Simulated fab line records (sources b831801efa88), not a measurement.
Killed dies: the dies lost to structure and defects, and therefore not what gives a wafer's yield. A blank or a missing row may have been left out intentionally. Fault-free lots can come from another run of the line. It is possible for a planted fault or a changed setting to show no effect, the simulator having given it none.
fab line records -- flow sky130
[record] lots = 12, wafers = 36, lastDay = 50
route steps=708 shown VIA4@652 METAL5@663 PASSIVATION@681 PAD_OPEN@708
lots untouched by any fault: they come from a run of this same line in which no faults occurred
startH: hours from the record's opening day to when the first of the lot's shown wafers began -- waitH: hours from the lot's prior step to this one -- " as in the row above -- L1.1+2: a row that stands for several wafers -- - no value, or no start was given -- * or withheld: withheld -- < > ~ a bound
route shown NAME@n: NAME is a module with steps in the file, n the number in the route of the first one -- usual: average and standard deviation across the fault-free wafers -- same: alike in all rows -- chamber/n: place in a boat -- sites: each site's reading -- _std_site: how widely they spread, as a standard deviation -- _edge_site: the outer-site mean with the inner-site mean subtracted -- radiusMm: how far each site lies from the wafer's centre -- mask NAME#n: copy n -- behind: the tool/chamber that last shaped the wafer -- hold: why the lot was held/for how many hours/how that ended -- device: the transistor (n, p or np) that didn't switch -- end of line: the same wafers' tests at the end of the route -- a step with no rows: only its recipe -- killed: count of dies lost to structure and defects at first sort (not the wafer's yield) -- map: shows each die of a wafer: x if killed, . if not, _ if none is there
set.NAME: setting as actually run; set.NAME@STEP: the setting as run at that earlier step -- model.NAME: the simulator's own value behind a step, which no gauge read
one table for each step of the route and one row for each wafer, over a sample of lots
services: the hour from which a tool's chamber was out of use, counted from the record's first day as startH (under 0 if before that day), plus the number of hours and why
[[steps]]
[step SKY_VIA4_STRIP_13]
[recipe] chemistry = O2/N2, powerW = 1400, pressureMtorr = 1500, platenTempC = withheld, o2FlowSccm = 3000, n2FlowSccm = 300, overashFraction = 0.5
[usual] drypumpMotorCurrentA = 5.43/0.19, n2FlowSccm = 300.1/0.97, oesProductAu = 0.710/0.0043, stripTimeToEndpointS = 12.806/0.027
lot.wafer,tool,chamber,startH,waitH,drypumpMotorCurrentA,n2FlowSccm,oesProductAu,rfHoursCounterH,stripTimeToEndpointS
L918.1,plasmaAsher-02,0,1010.25,-,5.65,299.0,0.710,27,12.834
L918.5,plasmaAsher-02,0,1010.25,-,5.59,299.7,0.709,-,12.807
L918.6,plasmaAsher-02,1,1010.25,-,5.46,300.6,0.700,-,12.802
L920.1,plasmaAsher-04,1,1014.84,-,5.01,300.4,0.706,123,12.793
L920.5,plasmaAsher-04,0,1014.84,-,5.34,299.9,0.714,-,12.831
L920.6,plasmaAsher-04,1,1014.84,-,4.98,300.0,0.718,-,12.821
L921.1,plasmaAsher-02,1,1022.10,-,5.49,300.3,0.712,28,12.799
L921.2,plasmaAsher-02,0,1022.10,-,5.65,300.5,0.706,28,12.805
L921.5,plasmaAsher-02,0,1022.10,-,5.61,301.2,0.711,-,12.831
L923.2,plasmaAsher-02,0,1037.10,-,5.63,299.6,0.713,30,12.807
L923.3,plasmaAsher-02,1,1037.10,-,5.49,298.8,0.702,-,12.774
L923.6,plasmaAsher-02,1,1037.10,-,5.49,301.0,0.709,-,12.777
L930.1,plasmaAsher-02,0,1094.15,-,5.60,301.5,0.707,36,12.834
L930.2,plasmaAsher-02,1,1094.15,-,5.51,299.2,0.712,36,12.824
L930.6,plasmaAsher-02,0,1094.15,-,5.58,300.2,0.709,-,12.790
L929.1,plasmaAsher-04,1,1097.39,-,4.99,300.9,0.705,2,12.815
L929.3,plasmaAsher-04,0,1097.39,-,5.31,299.5,0.708,-,12.825
L929.6,plasmaAsher-04,1,1097.39,-,4.98,303.1,0.705,-,12.832
L932.2,plasmaAsher-01,0,1109.45,-,5.46,299.9,0.708,101,12.805
L932.5,plasmaAsher-01,1,1109.45,-,5.48,300.1,0.706,-,12.823
L932.6,plasmaAsher-01,0,1109.45,-,5.45,299.7,0.713,-,12.759
L931.3,plasmaAsher-02,0,1110.93,-,5.62,300.0,0.721,-,12.786
L931.5,plasmaAsher-02,1,1110.93,-,5.49,300.1,0.715,-,12.810
L931.6,plasmaAsher-02,0,1110.93,-,5.62,300.0,0.711,-,12.799
L935.1,plasmaAsher-04,0,1122.04,-,5.32,299.4,0.709,4,12.801
L935.3,plasmaAsher-04,1,1122.04,-,5.01,301.6,0.712,-,12.826
L935.6,plasmaAsher-04,0,1122.04,-,5.31,298.8,0.718,-,12.833
L936.1,plasmaAsher-02,1,1123.40,-,5.52,302.1,0.711,39,12.812
L936.2,plasmaAsher-02,0,1123.40,-,5.60,298.4,0.707,39,12.786
L936.6,plasmaAsher-02,0,1123.40,-,5.61,300.1,0.708,-,12.829
L938.4,plasmaAsher-02,1,1129.53,-,5.48,299.0,0.718,-,12.805
L938.5,plasmaAsher-02,1,1129.53,-,5.48,300.0,0.706,-,12.811
L938.6,plasmaAsher-02,0,1129.53,-,5.62,298.2,0.715,-,12.779
L940.1,plasmaAsher-02,0,1142.35,-,5.60,301.8,0.718,40,12.799
L940.4,plasmaAsher-02,1,1142.35,-,5.49,301.1,0.710,-,12.782
L940.6,plasmaAsher-02,0,1142.35,-,5.57,300.2,0.703,-,12.823
[step SKY_METAL5_SPUTTER_02]
[recipe] material = AlCu, targetThkNm = 1150, powerW = 10600, timeS = 61.2, chamberPressurePa = 0.4
[usual] throttleValvePct = 29.3/1.1
lot.wafer,tool,chamber,startH,waitH,throttleValvePct
L918.1,pvdSputter-02,-,1011.66,0.0,29.3
L918.5,pvdSputter-02,-,1011.66,0.0,29.2
L918.6,pvdSputter-02,-,1011.66,0.0,32.2
L920.1,pvdSputter-04,-,1016.29,0.0,27.6
L920.5,pvdSputter-04,-,1016.29,0.0,28.7
L920.6,pvdSputter-04,-,1016.29,0.0,27.3
L921.1,pvdSputter-01,-,1023.87,0.0,29.4
L921.2,pvdSputter-01,-,1023.87,0.0,28.6
L921.5,pvdSputter-01,-,1023.87,0.0,28.5
L923.2,pvdSputter-04,-,1038.52,0.0,27.8
L923.3,pvdSputter-04,-,1038.52,0.0,29.5
L923.6,pvdSputter-04,-,1038.52,0.0,27.7
L930.1,pvdSputter-02,-,1095.49,0.0,29.0
L930.2,pvdSputter-02,-,1095.49,0.0,32.0
L930.6,pvdSputter-02,-,1095.49,0.0,29.4
L929.1,pvdSputter-02,-,1098.72,0.0,29.2
L929.3,pvdSputter-02,-,1098.72,0.0,29.2
L929.6,pvdSputter-02,-,1098.72,0.0,29.3
L932.2,pvdSputter-01,-,1110.78,0.0,27.9
L932.5,pvdSputter-01,-,1110.78,0.0,28.0
L932.6,pvdSputter-01,-,1110.78,0.0,29.7
L931.3,pvdSputter-01,-,1112.24,0.0,28.1
L931.5,pvdSputter-01,-,1112.24,0.0,29.4
L931.6,pvdSputter-01,-,1112.24,0.0,28.0
L935.1,pvdSputter-01,-,1123.37,0.0,28.6
L935.3,pvdSputter-01,-,1123.37,0.0,29.7
L935.6,pvdSputter-01,-,1123.37,0.0,28.5
L936.1,pvdSputter-01,-,1124.83,0.0,29.6
L936.2,pvdSputter-01,-,1124.83,0.0,29.2
L936.6,pvdSputter-01,-,1124.83,0.0,29.7
L938.4,pvdSputter-04,-,1130.84,0.0,28.9
L938.5,pvdSputter-04,-,1130.84,0.0,28.9
L938.6,pvdSputter-04,-,1130.84,0.0,29.6
L940.1,pvdSputter-04,-,1143.68,0.0,31.1
L940.4,pvdSputter-04,-,1143.68,0.0,28.8
L940.6,pvdSputter-04,-,1143.68,0.0,28.0
[step SKY_PASSIVATION_CVD_00]
[recipe] material = SiO2, targetThkNm = 90, tempC = 400, timeS = withheld, rfW = 600
[usual] heaterPowerW = 664/110
lot.wafer,tool,chamber,startH,waitH,heaterPowerW
L918.1,pecvd-01,1,1035.35,0.0,655
L918.5,pecvd-01,2,1035.35,0.0,664
L918.6,pecvd-01,0,1035.35,0.0,912
L920.1,pecvd-04,0,1040.86,0.0,551
L920.5,pecvd-04,1,1040.86,0.0,694
L920.6,pecvd-04,2,1040.86,0.0,611
L921.1,pecvd-04,0,1048.02,0.0,477
L921.2,pecvd-04,1,1048.02,0.0,589
L921.5,pecvd-04,1,1048.02,0.0,589
L923.2,pecvd-04,0,1061.10,0.0,467
L923.3,pecvd-04,2,1061.10,0.0,609
L923.6,pecvd-04,0,1061.10,0.0,485
L930.1,pecvd-04,2,1116.58,0.0,645
L930.2,pecvd-04,0,1116.58,0.0,541
L930.6,pecvd-04,2,1116.58,0.0,674
L929.1,pecvd-01,1,1118.80,0.0,671
L929.3,pecvd-01,0,1118.80,0.0,854
L929.6,pecvd-01,0,1118.80,0.0,862
L932.2,pecvd-04,1,1131.49,0.0,665
L932.5,pecvd-04,0,1131.49,0.0,511
L932.6,pecvd-04,1,1131.49,0.0,664
L931.3,pecvd-02,0,1133.36,0.0,661
L931.5,pecvd-02,0,1133.36,0.0,688
L931.6,pecvd-02,2,1133.36,0.0,574
L935.1,pecvd-01,1,1142.94,0.0,674
L935.3,pecvd-01,2,1142.94,0.0,627
L935.6,pecvd-01,0,1142.94,0.0,932
L936.1,pecvd-02,1,1144.80,0.0,710
L936.2,pecvd-02,2,1144.80,0.0,576
L936.6,pecvd-02,0,1144.80,0.0,749
L938.4,pecvd-02,2,1151.09,0.0,631
L938.5,pecvd-02,0,1151.09,0.0,754
L938.6,pecvd-02,1,1151.09,0.0,636
L940.1,pecvd-01,0,1162.95,0.0,880
L940.4,pecvd-01,0,1162.95,0.0,889
L940.6,pecvd-01,1,1162.95,0.0,600
[step SKY_PASSIVATION_CVD_02]
[recipe] material = Si3N4, targetThkNm = 540, tempC = 400, timeS = withheld, rfW = 450
[usual] heaterPowerW = 707/110
lot.wafer,tool,chamber,startH,waitH,heaterPowerW
L918.1,pecvd-04,1,1035.43,0.1,747
L918.5,pecvd-04,2,1035.43,0.1,762
L918.6,pecvd-04,1,1035.43,0.1,615
L920.1,pecvd-01,2,1040.94,0.1,696
L920.5,pecvd-01,0,1040.94,0.1,862
L920.6,pecvd-01,1,1040.94,0.1,697
L921.1,pecvd-02,2,1048.10,0.1,680
L921.2,pecvd-02,1,1048.10,0.1,658
L921.5,pecvd-02,1,1048.10,0.1,724
L923.2,pecvd-01,0,1061.18,0.0,929
L923.3,pecvd-01,1,1061.18,0.0,719
L923.6,pecvd-01,0,1061.18,0.0,957
L930.1,pecvd-02,0,1116.67,0.1,801
L930.2,pecvd-02,2,1116.67,0.1,683
L930.6,pecvd-02,0,1116.67,0.1,816
L929.1,pecvd-04,0,1118.88,0.1,501
L929.3,pecvd-04,1,1118.88,0.1,738
L929.6,pecvd-04,1,1118.88,0.1,611
L932.2,pecvd-01,2,1131.58,0.0,648
L932.5,pecvd-01,0,1131.58,0.0,981
L932.6,pecvd-01,1,1131.58,0.0,576
L931.3,pecvd-01,1,1133.44,0.0,616
L931.5,pecvd-01,0,1133.44,0.0,983
L931.6,pecvd-01,2,1133.44,0.0,670
L935.1,pecvd-04,1,1143.02,0.1,709
L935.3,pecvd-04,1,1143.02,0.1,717
L935.6,pecvd-04,1,1143.02,0.1,766
L936.1,pecvd-04,1,1144.88,0.1,691
L936.2,pecvd-04,0,1144.88,0.1,578
L936.6,pecvd-04,0,1144.88,0.1,491
L938.4,pecvd-01,2,1151.27,0.1,696
L938.5,pecvd-01,0,1151.27,0.1,885
L938.6,pecvd-01,1,1151.27,0.1,675
L940.1,pecvd-02,0,1163.03,0.1,716
L940.4,pecvd-02,0,1163.03,0.1,781
L940.6,pecvd-02,1,1163.03,0.1,795
[step SKY_PAD_OPEN_PROBE_99]
[usual] defectLimitedYield = 82.9/1.7, killed_at_M0_to_M3 = 42/6.7, killed_at_M4_up = 3.4/2, killedAtContacts = 24/5.1, killedAtFrontEnd = 14/4.2, killedAtOther = 0.2/0.49, killedDies = 84/8.4, killedOnRim = 17/3.6, killedOpen = 46/7, killedShort = 39/5.8, sort_bin_3_pad_short = 0.8/0.42, sort_bin_5_function = 10.2/1.3, sort_bin_6_memory = 6.1/1, sortNPass = 408/8.4, sortYieldPct = 82.9/1.7
[same] grossDies = 492, killedAtBackSide = 0, sort_bin_4_leakage[%] = 0, sort_bin_8_speed[%] = 0
lot.wafer,tool,chamber,startH,waitH,defectLimitedYield[%],killed_at_M0_to_M3,killed_at_M4_up,killedAtContacts,killedAtFrontEnd,killedAtOther,killedDies,killedOnRim,killedOpen,killedShort,sort_bin_3_pad_short[%],sort_bin_5_function[%],sort_bin_6_memory[%],sortNPass,sortYieldPct[%]
L918.1,prober-01,-,1080.91,0.1,80.7,43,3,25,23,1,95,25,55,40,0.6,11.2,7.5,397,80.7
L918.5,prober-01,-,1081.11,0.2,81.1,48,3,24,18,0,93,16,53,40,1.2,10.6,7.1,399,81.1
L918.6,prober-01,-,1081.16,0.2,83.3,50,1,20,10,1,82,20,43,39,0.6,9.3,6.7,410,83.3
L920.1,prober-01,-,1086.01,0.1,84.1,42,0,20,16,0,78,18,30,48,1.0,8.7,6.1,414,84.1
L920.5,prober-01,-,1086.21,0.2,81.5,48,3,28,12,0,91,23,44,47,1.0,11.2,6.3,401,81.5
L920.6,prober-01,-,1086.26,0.2,80.5,53,0,24,18,1,96,18,45,51,1.2,12.8,5.5,396,80.5
L921.1,prober-02,-,1093.91,0.1,79.9,59,1,18,21,0,99,24,55,44,0.4,11.8,7.9,393,79.9
L921.2,prober-02,-,1093.96,0.1,81.9,38,3,26,22,0,89,15,47,42,0.8,12.2,5.1,403,81.9
L921.5,prober-02,-,1094.11,0.2,83.7,35,0,26,19,0,80,14,45,35,0.2,9.8,6.3,412,83.7
L923.2,prober-02,-,1105.66,0.1,80.7,48,2,28,17,0,95,15,51,44,0.4,11.0,7.9,397,80.7
L923.3,prober-02,-,1105.71,0.2,80.5,50,2,35,9,0,96,19,56,40,0.6,11.8,7.1,396,80.5
L923.6,prober-02,-,1105.86,0.2,80.3,45,2,28,22,0,97,16,52,45,1.2,11.4,7.1,395,80.3
L930.1,prober-02,-,1156.42,0.1,77.2,57,30,21,3,1,112,33,42,45,2.0,13.4,7.3,380,77.2
L930.2,prober-02,-,1156.47,0.1,76.4,49,35,15,17,0,116,30,46,42,3.5,12.8,7.3,376,76.4
L930.6,prober-02,-,1156.67,0.2,80.1,45,28,14,11,0,98,25,48,27,1.2,12.4,6.3,394,80.1
L929.1,prober-01,-,1159.15,0.1,79.7,38,26,18,18,0,100,25,49,29,1.4,13.6,5.3,392,79.7
L929.3,prober-01,-,1159.25,0.2,77.6,41,29,27,13,0,110,25,52,34,2.6,14.0,5.7,382,77.6
L929.6,prober-01,-,1159.40,0.2,78.5,42,27,20,17,0,106,27,45,37,1.8,12.6,7.1,386,78.5
L932.2,prober-02,-,1170.46,0.1,83.7,33,5,20,22,0,80,21,47,33,0.2,9.8,6.3,412,83.7
L932.5,prober-02,-,1170.61,0.2,83.7,40,7,19,14,0,80,16,46,34,0.4,10.6,5.3,412,83.7
L932.6,prober-02,-,1170.66,0.2,82.9,43,1,27,13,0,84,15,44,40,0.8,11.6,4.7,408,82.9
L931.3,prober-01,-,1172.97,0.2,84.1,33,0,22,23,0,78,18,41,37,0.6,9.6,5.7,414,84.1
L931.5,prober-01,-,1173.07,0.2,82.9,46,1,23,14,0,84,11,51,33,1.0,9.1,6.9,408,82.9
L931.6,prober-01,-,1173.12,0.2,82.1,48,4,18,18,0,88,25,46,42,0.8,10.6,6.5,404,82.1
L935.1,prober-02,-,1181.81,0.1,84.6,38,4,24,10,0,76,9,37,39,0.6,9.8,5.1,416,84.6
L935.3,prober-02,-,1181.91,0.2,83.1,47,2,19,15,0,83,12,48,35,1.0,8.5,7.3,409,83.1
L935.6,prober-02,-,1182.06,0.2,84.8,44,3,21,7,0,75,12,45,30,0.6,9.6,5.1,417,84.8
L936.1,prober-01,-,1183.76,0.1,81.9,50,1,22,16,0,89,17,39,50,1.2,10.4,6.5,403,81.9
L936.2,prober-01,-,1183.81,0.1,79.9,54,6,30,9,0,99,18,57,42,0.6,12.4,7.1,393,79.9
L936.6,prober-01,-,1184.01,0.2,85.2,34,4,25,10,0,73,19,36,37,1.0,7.9,5.9,419,85.2
L938.4,prober-01,-,1188.75,0.2,86.8,31,1,18,15,0,65,14,32,33,0.6,8.5,4.1,427,86.8
L938.5,prober-01,-,1188.80,0.2,83.3,35,6,28,13,0,82,18,38,44,1.2,9.1,6.3,410,83.3
L938.6,prober-01,-,1188.85,0.2,83.5,31,2,33,15,0,81,21,44,37,0.4,10.0,6.1,411,83.5
L940.1,prober-01,-,1199.44,0.1,79.7,49,7,22,22,0,100,20,59,41,0.6,12.8,6.9,392,79.7
L940.4,prober-01,-,1199.59,0.2,80.5,53,5,20,18,0,96,15,50,46,0.6,10.4,8.5,396,80.5
L940.6,prober-01,-,1199.69,0.2,82.1,48,3,24,12,1,88,15,47,41,0.8,10.8,6.3,404,82.1
// killed by level:class
L918.1 LI_CONTACT:geometricParticle:open=9 METAL2:geometricParticle:short=9 VIA1:geometricParticle:open=9 FIELD_ISO:geometricParticle:open=8 VIA3:geometricParticle:open=8 VIA2:geometricParticle:open=7 LOCAL_INTERCONNECT:geometricParticle:short=6 FIELD_ISO:geometricParticle:short=5
L918.5 VIA1:geometricParticle:open=12 LI_CONTACT:geometricParticle:open=12 VIA1:geometricParticle:short=7 POLY_GATE:geometricParticle:open=6 CONTACT:geometricParticle:open=6 VIA2:geometricParticle:open=6 METAL1:geometricParticle:short=5 POLY_GATE:geometricParticle:short=4
L918.6 VIA1:geometricParticle:open=12 LI_CONTACT:geometricParticle:open=8 VIA1:geometricParticle:short=8 VIA2:geometricParticle:open=6 METAL2:geometricParticle:short=5 FIELD_ISO:geometricParticle:open=4 METAL3:geometricParticle:short=4 LOCAL_INTERCONNECT:geometricParticle:short=4
L920.1 VIA1:geometricParticle:open=9 FIELD_ISO:geometricParticle:short=8 VIA3:geometricParticle:open=7 LI_CONTACT:geometricParticle:open=6 VIA1:geometricParticle:short=5 LOCAL_INTERCONNECT:geometricParticle:short=5 CONTACT:geometricParticle:short=5 METAL2:geometricParticle:short=5
L920.5 VIA1:geometricParticle:open=16 CONTACT:geometricParticle:short=7 VIA1:geometricParticle:short=7 VIA3:geometricParticle:open=7 LI_CONTACT:geometricParticle:short=6 LOCAL_INTERCONNECT:geometricParticle:short=6 CONTACT:geometricParticle:open=5 FIELD_ISO:geometricParticle:open=4
L920.6 VIA1:geometricParticle:open=14 CONTACT:geometricParticle:short=8 METAL1:geometricParticle:short=7 VIA1:geometricParticle:short=7 CONTACT:geometricParticle:open=6 FIELD_ISO:geometricParticle:short=5 METAL3:geometricParticle:short=5 VIA3:geometricParticle:short=5
L921.1 VIA1:geometricParticle:open=19 VIA1:geometricParticle:short=8 CONTACT:geometricParticle:open=7 VIA3:geometricParticle:open=6 POLY_GATE:geometricParticle:open=6 VIA2:geometricParticle:open=6 METAL2:geometricParticle:short=6 METAL1:geometricParticle:short=5
L921.2 FIELD_ISO:geometricParticle:short=9 CONTACT:geometricParticle:open=9 LI_CONTACT:geometricParticle:open=6 VIA1:geometricParticle:open=6 METAL2:geometricParticle:short=6 VIA2:geometricParticle:open=6 FIELD_ISO:geometricParticle:open=5 VIA3:geometricParticle:open=5
L921.5 METAL1:geometricParticle:short=8 CONTACT:geometricParticle:open=7 LI_CONTACT:geometricParticle:open=7 VIA2:geometricParticle:open=6 FIELD_ISO:geometricParticle:short=5 CONTACT:geometricParticle:short=5 VIA1:geometricParticle:open=5 VIA3:geometricParticle:open=5
L923.2 VIA1:geometricParticle:open=13 CONTACT:geometricParticle:open=9 LI_CONTACT:geometricParticle:open=8 METAL1:geometricParticle:short=8 VIA1:geometricParticle:short=6 VIA3:geometricParticle:open=6 LOCAL_INTERCONNECT:geometricParticle:short=5 VIA2:geometricParticle:open=5
L923.3 VIA1:geometricParticle:open=17 CONTACT:geometricParticle:open=10 LI_CONTACT:geometricParticle:open=9 METAL1:geometricParticle:short=8 CONTACT:geometricParticle:short=6 LI_CONTACT:geometricParticle:short=5 VIA3:geometricParticle:open=5 LOCAL_INTERCONNECT:geometricParticle:short=4
L923.6 VIA1:geometricParticle:open=11 LI_CONTACT:geometricParticle:open=11 POLY_GATE:geometricParticle:short=9 METAL1:geometricParticle:short=7 VIA2:geometricParticle:open=6 VIA3:geometricParticle:open=6 POLY_GATE:geometricParticle:open=5 LOCAL_INTERCONNECT:geometricParticle:short=5
L930.1 METAL5:unspecified=25 VIA3:geometricParticle:open=10 VIA1:geometricParticle:open=9 VIA1:geometricParticle:short=9 LI_CONTACT:geometricParticle:open=7 CONTACT:geometricParticle:open=6 METAL1:geometricParticle:short=6 METAL2:geometricParticle:short=6
L930.2 METAL5:unspecified=28 VIA1:geometricParticle:open=13 METAL1:geometricParticle:short=8 METAL2:geometricParticle:short=8 CONTACT:geometricParticle:open=6 VIA3:geometricParticle:open=6 LI_CONTACT:geometricParticle:open=5 METAL4:geometricParticle:short=5
L930.6 METAL5:unspecified=23 VIA3:geometricParticle:open=12 LI_CONTACT:geometricParticle:open=8 VIA1:geometricParticle:open=8 METAL2:geometricParticle:short=6 VIA2:geometricParticle:open=5 FIELD_ISO:geometricParticle:short=4 CONTACT:geometricParticle:open=4
L929.1 METAL5:unspecified=22 VIA3:geometricParticle:open=9 VIA1:geometricParticle:open=8 CONTACT:geometricParticle:open=7 VIA2:geometricParticle:open=6 FIELD_ISO:geometricParticle:short=5 LI_CONTACT:geometricParticle:open=4 FIELD_ISO:geometricParticle:open=3
L929.3 METAL5:unspecified=24 CONTACT:geometricParticle:open=13 VIA1:geometricParticle:open=11 VIA3:geometricParticle:open=9 CONTACT:geometricParticle:short=6 METAL1:geometricParticle:short=5 FIELD_ISO:geometricParticle:short=4 LI_CONTACT:geometricParticle:open=4
L929.6 METAL5:unspecified=24 VIA1:geometricParticle:open=9 CONTACT:geometricParticle:open=8 POLY_GATE:geometricParticle:open=6 CONTACT:geometricParticle:short=6 METAL2:geometricParticle:short=5 VIA3:geometricParticle:short=5 FIELD_ISO:geometricParticle:open=4
L932.2 FIELD_ISO:geometricParticle:open=9 LI_CONTACT:geometricParticle:open=8 VIA1:geometricParticle:open=8 CONTACT:geometricParticle:open=6 VIA2:geometricParticle:open=6 FIELD_ISO:geometricParticle:short=5 POLY_GATE:geometricParticle:short=5 CONTACT:geometricParticle:short=3
L932.5 VIA1:geometricParticle:open=14 METAL1:geometricParticle:short=10 CONTACT:geometricParticle:open=7 VIA2:geometricParticle:open=6 METAL4:geometricParticle:short=5 FIELD_ISO:geometricParticle:short=4 POLY_GATE:geometricParticle:open=4 LI_CONTACT:geometricParticle:open=4
L932.6 VIA1:geometricParticle:open=11 METAL2:geometricParticle:short=8 VIA2:geometricParticle:open=8 CONTACT:geometricParticle:open=7 FIELD_ISO:geometricParticle:short=6 LI_CONTACT:geometricParticle:short=5 CONTACT:geometricParticle:short=5 METAL1:geometricParticle:short=5
L931.3 POLY_GATE:geometricParticle:short=7 CONTACT:geometricParticle:open=7 VIA1:geometricParticle:open=7 METAL2:geometricParticle:short=6 POLY_GATE:geometricParticle:open=5 VIA2:geometricParticle:open=5 LI_CONTACT:geometricParticle:open=5 LOCAL_INTERCONNECT:geometricParticle:short=5
L931.5 VIA1:geometricParticle:open=13 CONTACT:geometricParticle:open=9 VIA3:geometricParticle:open=8 VIA2:geometricParticle:open=7 LI_CONTACT:geometricParticle:open=6 CONTACT:geometricParticle:short=6 VIA2:geometricParticle:short=5 POLY_GATE:geometricParticle:open=4
L931.6 VIA1:geometricParticle:open=14 FIELD_ISO:geometricParticle:short=6 CONTACT:geometricParticle:short=6 VIA1:geometricParticle:short=6 VIA2:geometricParticle:open=6 VIA3:geometricParticle:open=6 METAL3:geometricParticle:short=5 FIELD_ISO:geometricParticle:open=4
L935.1 CONTACT:geometricParticle:open=9 METAL2:geometricParticle:short=9 VIA2:geometricParticle:open=7 LI_CONTACT:geometricParticle:open=6 METAL1:geometricParticle:short=6 VIA1:geometricParticle:open=5 CONTACT:geometricParticle:short=4 FIELD_ISO:geometricParticle:open=3
L935.3 METAL2:geometricParticle:short=10 CONTACT:geometricParticle:open=9 VIA1:geometricParticle:open=8 VIA3:geometricParticle:open=8 VIA2:geometricParticle:open=6 POLY_GATE:geometricParticle:open=5 CONTACT:geometricParticle:short=5 METAL1:geometricParticle:short=5
L935.6 VIA1:geometricParticle:open=15 CONTACT:geometricParticle:open=8 CONTACT:geometricParticle:short=7 METAL2:geometricParticle:short=7 VIA2:geometricParticle:open=6 LI_CONTACT:geometricParticle:open=4 VIA3:geometricParticle:open=4 POLY_GATE:geometricParticle:short=3
L936.1 METAL1:geometricParticle:short=9 METAL2:geometricParticle:short=9 LI_CONTACT:geometricParticle:open=8 FIELD_ISO:geometricParticle:short=7 VIA1:geometricParticle:short=7 LI_CONTACT:geometricParticle:short=6 VIA1:geometricParticle:open=6 METAL3:geometricParticle:short=5
L936.2 CONTACT:geometricParticle:open=12 VIA3:geometricParticle:open=11 VIA1:geometricParticle:open=9 VIA1:geometricParticle:short=9 LI_CONTACT:geometricParticle:open=8 METAL1:geometricParticle:short=7 VIA2:geometricParticle:open=7 LI_CONTACT:geometricParticle:short=5
L936.6 LI_CONTACT:geometricParticle:short=7 LI_CONTACT:geometricParticle:open=7 VIA1:geometricParticle:open=7 LOCAL_INTERCONNECT:geometricParticle:short=6 METAL1:geometricParticle:short=4 CONTACT:geometricParticle:open=4 METAL2:geometricParticle:short=4 VIA2:geometricParticle:open=4
L938.4 CONTACT:geometricParticle:open=6 VIA1:geometricParticle:open=6 METAL1:geometricParticle:short=5 LOCAL_INTERCONNECT:geometricParticle:short=5 VIA3:geometricParticle:open=5 POLY_GATE:geometricParticle:open=4 POLY_GATE:geometricParticle:short=4 CONTACT:geometricParticle:short=4
L938.5 CONTACT:geometricParticle:open=8 CONTACT:geometricParticle:short=7 VIA1:geometricParticle:open=7 METAL2:geometricParticle:short=7 LI_CONTACT:geometricParticle:open=6 METAL1:geometricParticle:short=6 VIA2:geometricParticle:short=6 METAL4:geometricParticle:short=5
L938.6 CONTACT:geometricParticle:open=16 METAL2:geometricParticle:short=12 CONTACT:geometricParticle:short=7 VIA1:geometricParticle:open=6 FIELD_ISO:geometricParticle:open=4 POLY_GATE:geometricParticle:open=4 POLY_GATE:geometricParticle:short=4 LI_CONTACT:geometricParticle:open=4
L940.1 VIA1:geometricParticle:open=13 CONTACT:geometricParticle:open=11 VIA3:geometricParticle:open=9 VIA2:geometricParticle:short=6 VIA1:geometricParticle:short=5 METAL4:geometricParticle:short=5 SPACER:geometricParticle:open=4 FIELD_ISO:geometricParticle:short=3
L940.4 VIA1:geometricParticle:open=12 METAL1:geometricParticle:short=11 CONTACT:geometricParticle:open=10 FIELD_ISO:geometricParticle:short=7 LI_CONTACT:geometricParticle:open=6 VIA3:geometricParticle:short=6 METAL2:geometricParticle:short=5 VIA3:geometricParticle:open=5
L940.6 VIA1:geometricParticle:open=11 CONTACT:geometricParticle:short=7 CONTACT:geometricParticle:open=7 FIELD_ISO:geometricParticle:open=5 LI_CONTACT:geometricParticle:open=5 METAL2:geometricParticle:short=5 METAL1:geometricParticle:short=4 VIA2:geometricParticle:short=4
[[services]]
tool,chamber,startH,hours,kind
pecvd-04,2,1002.55,6.1,repair
plasmaAsher-01,-,1009.29,1.8,repair
pecvd-01,0,1011.83,2.1,scheduledDown
pecvd-01,2,1016.77,5.5,scheduledDown
pvdSputter-01,3,1041.17,-,consumableReplace:kit
pvdSputter-01,3,1041.17,18.0,scheduledDown
pvdSputter-01,3,1041.17,18.0,ventCycle
pecvd-02,2,1041.34,4.2,repair
plasmaAsher-01,-,1042.88,1.3,repair
pvdSputter-01,-,1047.97,1.6,repair
plasmaAsher-04,-,1048.79,21.2,repair
pecvd-04,2,1053.90,4.3,repair
plasmaAsher-04,-,1070.01,9.0,pm
pecvd-02,0,1077.38,6.0,repair
pecvd-01,-,1079.93,1.2,repair
pvdSputter-01,-,1094.88,6.8,repair
pecvd-04,1,1112.27,5.5,scheduledDown
pvdSputter-01,2,1112.36,-,consumableReplace:kit
pecvd-01,2,1119.04,2.2,repair
pecvd-02,0,1135.61,2.1,scheduledDown
pecvd-02,-,1137.37,0.4,repair
pecvd-01,1,1146.51,2.1,scheduledDown
plasmaAsher-02,-,1146.85,10.7,repair
pvdSputter-04,-,1152.56,0.8,repair
[[key]]
[firstSign] step = SKY_PAD_OPEN_PROBE_99, reading = killed_at_M4_up, direction = up, sigmas = 13, usual = 3.4, struck = 29.2
[effect] step = SKY_PAD_OPEN_PROBE_99, reading = sort_bin_3_pad_short, direction = up, sigmas = 3, usual = 0.8, struck = 2.1, wafersMoved = 5
metAt SKY_METAL5_SPUTTER_02
struckLots L929,L930
notActingAt SKY_VIA4_STRIP_13,SKY_PASSIVATION_CVD_00,SKY_PASSIVATION_CVD_02
onsetBetween 1011.66 1095.49
[fault] kind = chamberParticleSource, tool = pvdSputter-02, chamber = -, onsetH = 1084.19, steps = SKY_METAL5_SPUTTER_02, ratePerVisitCm2 = 0.91797, endH = 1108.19
